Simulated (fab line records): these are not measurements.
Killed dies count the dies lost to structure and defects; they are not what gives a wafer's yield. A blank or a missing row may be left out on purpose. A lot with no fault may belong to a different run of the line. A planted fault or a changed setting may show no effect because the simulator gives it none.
fab line records	flow sky130
record lots=13	wafers=39	last-day=50
route steps=708 shown POLY_CUT@315 RES_XHIGH@336 LI_CONTACT@365 LOCAL_INTERCONNECT@387 PAD_OPEN@708
lots that met no fault: taken from a fault-free run of the same line
start-h: the number of hours between the record's first day and the start of the first shown wafer of the lot	wait-h: how many hours have passed since the lot's step before this one	" the same as in the row above	L1.1+2: a single row standing in for several wafers	- no value, or no start was given	* or withheld: withheld	< > ~ a bound
route shown NAME@n: names a module that has steps shown in the file, with the first one's number in the route	usual: average and standard deviation across the fault-free wafers	same: alike in all rows	chamber/n: place in a boat	sites: readings site by site	_std_site: the values' standard deviation	_edge_site: the outer-site mean with the inner-site mean subtracted	radius-mm: for every site, how far away it sits from the centre of the wafer	mask NAME#n: copy n	behind: the tool/chamber that last shaped the wafer	hold: why the lot went on hold/how many hours it stayed there/how the hold came to an end	device: which transistor (n, p or np) failed to switch	end of line: the tests these same wafers got at the end of their route	a step given without rows: its recipe and nothing more	killed: not the wafer's yield, but the dies lost to structure and defects at the first sort	map: a wafer's dies, marking killed ones x, the rest . and places with no die _
set.NAME: setting as actually run; set.NAME@STEP: the setting as run at that earlier step	model.NAME: the simulator's own value behind a step, which no gauge read
a sample of lots followed through the steps of the route, with each step as a table and each wafer as a row
services: a tool's chamber out of use, with start hour (start-h, from the record's first day; less than 0 if before it), hours out, and reason
## steps
# step SKY_POLY_CUT_CD_MEAS_08
# recipe target-cd-nm=270
# usual cd-nm=270.1/1.2
lot.wafer	tool	chamber	start-h	wait-h	cd-nm
L323.3	cd-sem-01	-	564.11	-	271.8
L323.4	"	-	"	"	270.7
L323.6	"	-	"	"	270.6
L324.1	cd-sem-02	-	564.42	-	268.6
L324.3	"	-	"	"	269.2
L324.5	"	-	"	"	270.5
L325.4	cd-sem-02	-	578.12	-	269.2
L325.5	"	-	"	"	270.8
L325.6	"	-	"	"	267.7
L326.1	cd-sem-02	-	583.08	-	267.2
L326.2	"	-	"	"	267.8
L326.4	"	-	"	"	268.0
L328.1	cd-sem-02	-	615.77	-	269.2
L328.2	"	-	"	"	269.3
L328.5	"	-	"	"	268.6
L331.1	cd-sem-02	-	626.66	-	271.1
L331.2	"	-	"	"	270.8
L331.4	"	-	"	"	270.4
L332.1	cd-sem-02	-	641.52	-	266.7
L332.2	"	-	"	"	268.0
L332.6	"	-	"	"	269.3
L333.2	cd-sem-01	-	643.09	-	269.3
L333.5	"	-	"	"	269.5
L333.6	"	-	"	"	269.0
L335.2	cd-sem-01	-	662.14	-	270.0
L335.3	"	-	"	"	270.4
L335.6	"	-	"	"	269.0
L334.1	cd-sem-02	-	666.02	-	270.0
L334.2	"	-	"	"	269.0
L334.4	"	-	"	"	270.3
L337.1	cd-sem-02	-	686.11	-	271.3
L337.2	"	-	"	"	271.5
L337.4	"	-	"	"	270.6
L336.1	cd-sem-01	-	686.42	-	270.2
L336.3	"	-	"	"	271.9
L336.6	"	-	"	"	270.0
L345.2	cd-sem-01	-	739.83	-	273.1
L345.4	"	-	"	"	270.7
L345.5	"	-	"	"	272.4
# step SKY_RES_XHIGH_EXPOSE_04
# recipe mask-id=URPM	na=0.6	source-shape=conventional	sigma-outer=0.6	polarization=unpolarized	target-cd-nm=1270	dose-mj=140
# usual exposure-dose-mJ-cm2=139.98/0.15	stage-vel-mm-s=499.98/0.21
# same na=0.6
lot.wafer	tool	chamber	start-h	wait-h	mask	exposure-dose-mJ-cm2	stage-vel-mm-s
L323.3	iline-stepper-02	0	608.93	-	URPM#0	139.95	499.74
L323.4	"	0	"	"	URPM#0	140.00	499.70
L323.6	"	0	"	"	URPM#0	140.05	500.04
L324.1	iline-stepper-01	0	609.36	-	URPM#0	140.04	499.98
L324.3	"	0	"	"	URPM#0	139.75	500.16
L324.5	"	0	"	"	URPM#0	140.09	500.05
L325.4	iline-stepper-01	0	622.77	-	URPM#0	140.10	500.39
L325.5	"	0	"	"	URPM#0	140.30	500.19
L325.6	"	0	"	"	URPM#0	140.02	499.96
L326.1	iline-stepper-01	0	626.31	-	URPM#0	139.69	500.09
L326.2	"	0	"	"	URPM#0	140.04	499.99
L326.4	"	0	"	"	URPM#0	140.03	499.70
L328.1	iline-stepper-01	0	658.58	-	URPM#0	140.05	500.37
L328.2	"	0	"	"	URPM#0	140.05	500.43
L328.5	"	0	"	"	URPM#0	139.97	500.54
L331.1	iline-stepper-01	0	669.89	-	URPM#0	139.72	500.08
L331.2	"	0	"	"	URPM#0	139.85	499.84
L331.4	"	0	"	"	URPM#0	139.93	499.84
L332.1	iline-stepper-01	0	684.59	-	URPM#0	140.07	499.92
L332.2	"	0	"	"	URPM#0	139.98	499.76
L332.6	"	0	"	"	URPM#0	140.04	500.06
L333.2	iline-stepper-02	0	686.23	-	URPM#0	139.91	500.24
L333.5	"	0	"	"	URPM#0	140.01	499.93
L333.6	"	0	"	"	URPM#0	139.81	500.04
L335.2	iline-stepper-02	0	706.10	-	URPM#0	139.88	499.46
L335.3	"	0	"	"	URPM#0	139.55	499.93
L335.6	"	0	"	"	URPM#0	139.78	500.14
L334.1	iline-stepper-01	0	708.99	-	URPM#0	139.73	499.77
L334.2	"	0	"	"	URPM#0	139.70	499.96
L334.4	"	0	"	"	URPM#0	139.86	499.38
L337.1	iline-stepper-01	0	728.04	-	URPM#0	139.84	499.78
L337.2	"	0	"	"	URPM#0	140.01	500.10
L337.4	"	0	"	"	URPM#0	139.98	499.94
L336.1	iline-stepper-01	0	728.99	-	URPM#0	132.37	499.89
L336.3	"	0	"	"	URPM#0	132.42	499.86
L336.6	"	0	"	"	URPM#0	132.35	500.00
L345.2	iline-stepper-01	0	780.28	-	URPM#0	132.31	499.94
L345.4	"	0	"	"	URPM#0	132.43	499.80
L345.5	"	0	"	"	URPM#0	132.28	500.31
# step SKY_LI_CONTACT_BOW_MEAS_03
# recipe mode=bow
# usual LI_CONTACT_BOW=56/7
lot.wafer	tool	chamber	start-h	wait-h	LI_CONTACT_BOW[um]
L323.3	film-metro-01	-	654.39	0.2	50
L323.4	"	-	"	"	43
L323.6	"	-	"	"	60
L324.1	film-metro-02	-	654.87	0.2	61
L324.3	"	-	"	"	58
L324.5	"	-	"	"	52
L325.4	film-metro-01	-	666.61	0.2	55
L325.5	"	-	"	"	56
L325.6	"	-	"	"	42
L326.1	film-metro-02	-	670.97	0.2	52
L326.2	"	-	"	"	60
L326.4	"	-	"	"	58
L328.1	film-metro-01	-	703.02	0.1	64
L328.2	"	-	"	"	61
L328.5	"	-	"	"	63
L331.1	film-metro-02	-	713.95	0.2	54
L331.2	"	-	"	"	52
L331.4	"	-	"	"	51
L332.1	film-metro-02	-	727.40	0.2	54
L332.2	"	-	"	"	68
L332.6	"	-	"	"	65
L333.2	film-metro-01	-	728.84	0.2	61
L333.5	"	-	"	"	51
L333.6	"	-	"	"	45
L335.2	film-metro-01	-	749.18	0.1	53
L335.3	"	-	"	"	61
L335.6	"	-	"	"	55
L334.1	film-metro-01	-	750.77	0.2	49
L334.2	"	-	"	"	65
L334.4	"	-	"	"	58
L337.1	film-metro-01	-	770.81	0.2	55
L337.2	"	-	"	"	71
L337.4	"	-	"	"	46
L336.1	film-metro-04	-	771.11	0.1	50
L336.3	"	-	"	"	55
L336.6	"	-	"	"	46
L345.2	film-metro-04	-	838.02	0.2	54
L345.4	"	-	"	"	51
L345.5	"	-	"	"	38
# step SKY_LOCAL_INTERCONNECT_SPUTTER_00
# recipe material=TiN	target-thk-nm=100	temp-c=300	power-w=6500	time-s=83.3	chamber-pressure-pa=0.4
# usual substrate-temp-c=300.02/0.21	throttle-valve-pct=30.1/1
lot.wafer	tool	chamber	start-h	wait-h	substrate-temp-c	throttle-valve-pct
L323.3	pvd-sputter-04	-	684.57	0.1	299.63	28.6
L323.4	"	-	"	"	300.24	30.1
L323.6	"	-	"	"	300.11	31.3
L324.1	pvd-sputter-02	-	685.27	0.2	299.98	29.3
L324.3	"	-	"	"	299.77	30.6
L324.5	"	-	"	"	300.07	30.7
L325.4	pvd-sputter-02	-	695.91	0.1	299.66	30.6
L325.5	"	-	"	"	300.53	32.2
L325.6	"	-	"	"	299.85	29.7
L326.1	pvd-sputter-04	-	700.44	0.2	299.76	31.6
L326.2	"	-	"	"	299.93	30.0
L326.4	"	-	"	"	300.26	29.9
L328.1	pvd-sputter-02	-	732.12	0.1	299.87	28.3
L328.2	"	-	"	"	299.94	32.3
L328.5	"	-	"	"	299.78	30.6
L331.1	pvd-sputter-04	-	742.76	0.2	299.90	31.6
L331.2	"	-	"	"	300.26	30.1
L331.4	"	-	"	"	299.96	28.5
L332.1	pvd-sputter-04	-	756.59	0.1	299.79	31.2
L332.2	"	-	"	"	300.02	30.1
L332.6	"	-	"	"	299.93	31.5
L333.2	pvd-sputter-02	-	757.01	0.1	300.45	30.7
L333.5	"	-	"	"	300.28	30.6
L333.6	"	-	"	"	299.82	29.6
L335.2	pvd-sputter-01	-	777.05	0.2	300.30	30.4
L335.3	"	-	"	"	300.13	30.5
L335.6	"	-	"	"	300.17	30.6
L334.1	pvd-sputter-04	-	779.08	0.1	300.13	31.4
L334.2	"	-	"	"	299.94	28.6
L334.4	"	-	"	"	300.01	30.3
L337.1	pvd-sputter-02	-	798.46	0.2	300.15	28.4
L337.2	"	-	"	"	299.88	29.2
L337.4	"	-	"	"	300.34	31.8
L336.1	pvd-sputter-04	-	798.76	0.1	300.34	28.7
L336.3	"	-	"	"	299.93	29.7
L336.6	"	-	"	"	299.71	28.8
L345.2	pvd-sputter-04	-	861.53	0.2	300.29	31.5
L345.4	"	-	"	"	300.07	30.2
L345.5	"	-	"	"	299.87	30.3
# step SKY_PAD_OPEN_PROBE_99
# usual killed_at_M0_to_M3=42/5.8	killed_at_M4_up=3.0/2	killed-at-contacts=24/5.5	killed-at-front-end=15/3.9	killed-at-other=0.3/0.54	killed-dies=85/8.8	killed-on-rim=16/3.7	killed-open=47/6.8	killed-short=38/5.9
# same gross-dies=492	killed-at-back-side=0
lot.wafer	tool	chamber	start-h	wait-h	killed_at_M0_to_M3	killed_at_M4_up	killed-at-contacts	killed-at-front-end	killed-at-other	killed-dies	killed-on-rim	killed-open	killed-short
L326.1	prober-02	-	1097.34	0.1	42	2	22	11	0	77	19	46	31
L326.2	prober-02	-	1097.39	0.1	42	5	21	13	0	81	14	46	35
L326.4	prober-02	-	1097.49	0.2	37	2	21	17	0	77	16	48	29
L328.1	prober-02	-	1120.33	0.1	42	2	26	16	0	86	14	41	45
L328.2	prober-02	-	1120.38	0.1	36	2	24	15	0	77	14	46	31
L328.5	prober-02	-	1120.53	0.2	43	3	18	13	1	78	11	38	39
L331.1	prober-01	-	1130.02	0.1	44	3	20	12	0	79	12	39	40
L331.2	prober-01	-	1130.07	0.1	49	3	19	13	0	84	19	48	36
L331.4	prober-01	-	1130.17	0.2	50	0	25	13	0	88	22	47	41
L332.1	prober-02	-	1139.49	0.1	47	3	24	11	0	85	14	45	39
L332.2	prober-02	-	1139.54	0.1	47	3	30	15	0	95	21	48	47
L332.6	prober-02	-	1139.74	0.2	46	2	29	14	0	91	17	54	37
L333.2	prober-01	-	1139.98	0.1	45	2	29	24	0	100	16	52	48
L333.5	prober-01	-	1140.13	0.2	35	6	28	17	0	86	9	52	34
L333.6	prober-01	-	1140.18	0.2	44	5	24	17	0	90	15	48	42
L337.1	prober-01	-	1168.84	0.1	40	2	22	18	0	82	19	38	43
L337.2	prober-01	-	1168.89	0.1	31	1	30	15	1	78	12	44	34
L337.4	prober-01	-	1168.99	0.2	33	6	27	25	0	91	21	46	44
# killed by level:class
L326.1 VIA1:geometric-particle:open=10 CONTACT:geometric-particle:open=9 VIA3:geometric-particle:open=8 CONTACT:geometric-particle:short=6 VIA2:geometric-particle:open=6 LI_CONTACT:geometric-particle:open=4 METAL1:geometric-particle:short=4 METAL2:geometric-particle:short=4
L326.2 VIA1:geometric-particle:open=11 CONTACT:geometric-particle:open=9 VIA3:geometric-particle:open=7 METAL1:geometric-particle:short=5 VIA1:geometric-particle:short=5 LOCAL_INTERCONNECT:geometric-particle:short=4 LI_CONTACT:geometric-particle:open=4 METAL1:geometric-particle:open=4
L326.4 VIA1:geometric-particle:open=10 CONTACT:geometric-particle:open=9 FIELD_ISO:geometric-particle:short=6 VIA3:geometric-particle:open=6 VIA2:geometric-particle:open=6 LOCAL_INTERCONNECT:geometric-particle:short=4 VIA1:geometric-particle:short=4 FIELD_ISO:geometric-particle:open=3
L328.1 CONTACT:geometric-particle:open=13 VIA2:geometric-particle:open=7 METAL2:geometric-particle:short=6 VIA3:geometric-particle:open=6 FIELD_ISO:geometric-particle:short=5 POLY_GATE:geometric-particle:short=5 CONTACT:geometric-particle:short=5 VIA2:geometric-particle:short=5
L328.2 CONTACT:geometric-particle:open=9 VIA2:geometric-particle:open=7 METAL2:geometric-particle:short=6 LI_CONTACT:geometric-particle:open=6 VIA1:geometric-particle:open=6 METAL3:geometric-particle:short=5 VIA3:geometric-particle:open=5 LI_CONTACT:geometric-particle:short=4
L328.5 CONTACT:geometric-particle:open=10 VIA1:geometric-particle:open=9 METAL2:geometric-particle:short=7 VIA2:geometric-particle:short=6 VIA3:geometric-particle:open=5 FIELD_ISO:geometric-particle:short=4 METAL1:geometric-particle:short=4 VIA1:geometric-particle:short=4
L331.1 CONTACT:geometric-particle:open=11 VIA2:geometric-particle:open=8 VIA1:geometric-particle:open=7 VIA1:geometric-particle:short=6 METAL1:geometric-particle:short=5 METAL3:geometric-particle:short=5 POLY_GATE:geometric-particle:short=4 VIA3:geometric-particle:open=4
L331.2 VIA1:geometric-particle:open=12 METAL2:geometric-particle:short=8 VIA2:geometric-particle:open=7 VIA3:geometric-particle:open=7 LI_CONTACT:geometric-particle:short=5 CONTACT:geometric-particle:open=5 LI_CONTACT:geometric-particle:open=5 POLY_GATE:geometric-particle:open=4
L331.4 VIA2:geometric-particle:open=9 CONTACT:geometric-particle:open=8 VIA1:geometric-particle:open=8 LI_CONTACT:geometric-particle:open=7 VIA1:geometric-particle:short=7 METAL1:geometric-particle:short=6 METAL2:geometric-particle:short=6 FIELD_ISO:geometric-particle:open=4
L332.1 VIA1:geometric-particle:open=9 VIA3:geometric-particle:open=8 LI_CONTACT:geometric-particle:open=7 METAL1:geometric-particle:short=7 CONTACT:geometric-particle:open=6 LI_CONTACT:geometric-particle:short=5 VIA2:geometric-particle:open=5 VIA1:geometric-particle:short=4
L332.2 VIA2:geometric-particle:open=11 FIELD_ISO:geometric-particle:open=7 LOCAL_INTERCONNECT:geometric-particle:short=7 LI_CONTACT:geometric-particle:open=7 METAL1:geometric-particle:short=7 VIA3:geometric-particle:open=7 CONTACT:geometric-particle:short=6 CONTACT:geometric-particle:open=6
L332.6 VIA3:geometric-particle:open=15 CONTACT:geometric-particle:open=12 CONTACT:geometric-particle:short=6 VIA1:geometric-particle:open=6 VIA2:geometric-particle:open=6 LI_CONTACT:geometric-particle:open=5 METAL1:geometric-particle:short=5 METAL3:geometric-particle:short=4
L333.2 VIA2:geometric-particle:open=11 LI_CONTACT:geometric-particle:open=9 LOCAL_INTERCONNECT:geometric-particle:short=8 CONTACT:geometric-particle:open=8 FIELD_ISO:geometric-particle:short=7 VIA1:geometric-particle:short=7 FIELD_ISO:geometric-particle:open=6 METAL1:geometric-particle:short=6
L333.5 VIA1:geometric-particle:open=13 CONTACT:geometric-particle:open=11 VIA3:geometric-particle:open=6 LI_CONTACT:geometric-particle:open=5 CONTACT:geometric-particle:short=5 POLY_GATE:geometric-particle:short=4 POLY_GATE:geometric-particle:open=4 VIA2:geometric-particle:open=4
L333.6 VIA3:geometric-particle:open=9 VIA1:geometric-particle:short=8 CONTACT:geometric-particle:open=8 VIA2:geometric-particle:open=7 FIELD_ISO:geometric-particle:open=5 LOCAL_INTERCONNECT:geometric-particle:short=5 POLY_GATE:geometric-particle:open=5 LI_CONTACT:geometric-particle:open=5
L337.1 VIA1:geometric-particle:open=9 VIA1:geometric-particle:short=7 LI_CONTACT:geometric-particle:short=6 VIA2:geometric-particle:open=6 POLY_GATE:geometric-particle:short=5 LOCAL_INTERCONNECT:geometric-particle:short=5 POLY_GATE:geometric-particle:open=4 LI_CONTACT:geometric-particle:open=4
L337.2 CONTACT:geometric-particle:open=9 LI_CONTACT:geometric-particle:open=7 FIELD_ISO:geometric-particle:open=5 VIA1:geometric-particle:short=5 VIA1:geometric-particle:open=5 LOCAL_INTERCONNECT:geometric-particle:short=5 POLY_GATE:geometric-particle:short=4 CONTACT:geometric-particle:short=4
L337.4 CONTACT:geometric-particle:open=11 VIA3:geometric-particle:open=11 POLY_GATE:geometric-particle:short=10 METAL1:geometric-particle:short=6 POLY_GATE:geometric-particle:open=5 METAL4:geometric-particle:short=5 LI_CONTACT:geometric-particle:open=4 LI_CONTACT:geometric-particle:short=4
## services
tool	chamber	start-h	hours	kind
iline-stepper-02	-	589.57	14.3	repair
iline-stepper-01	0	598.04	-	calibration
iline-stepper-01	-	604.02	1.7	pm
pvd-sputter-02	-	631.32	4.4	repair
pvd-sputter-01	-	653.46	1.2	repair
pvd-sputter-04	-	668.49	4.9	repair
pvd-sputter-04	-	674.47	2.2	repair
pvd-sputter-01	-	694.26	3.1	repair
pvd-sputter-01	-	709.68	48.0	repair
iline-stepper-02	0	732.56	-	calibration
iline-stepper-01	-	749.98	28.9	pm
pvd-sputter-04	-	766.16	1.9	repair
iline-stepper-02	-	798.55	1.7	pm
iline-stepper-01	0	811.61	-	calibration
iline-stepper-01	-	812.70	1.7	pm
pvd-sputter-04	-	826.58	7.5	repair
pvd-sputter-02	-	845.09	110.0	repair
iline-stepper-01	-	849.21	2.1	pm
iline-stepper-01	-	851.29	-	consumable-replace:lamp
## key
first-sign step=SKY_RES_XHIGH_EXPOSE_04	reading=exposure-dose-mJ-cm2	direction=down	sigmas=52	usual=*	struck=*
effect none on later readings
met-at SKY_RES_XHIGH_EXPOSE_04
struck-lots L336,L345
tester-left-out L336,L345
not-acting-at SKY_POLY_CUT_CD_MEAS_08,SKY_LI_CONTACT_BOW_MEAS_03,SKY_LOCAL_INTERCONNECT_SPUTTER_00
onset-between 728.04 728.99
fault kind=process-parameter-drift	tool=iline-stepper-01	chamber=-	onset-h=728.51	steps=SKY_RES_XHIGH_EXPOSE_04	channel=dose-mj	offset=-7.703	shape=step	acts-in=these-recipes-only	stated=140
# tester-left-out: of these lots the tester's yield and bins aren't shown, on N5 and GAA mostly nor the transistor test; their killed dies are dies lost to structure and defects alone, not to doping, threshold or leakage, so they don't give the yield
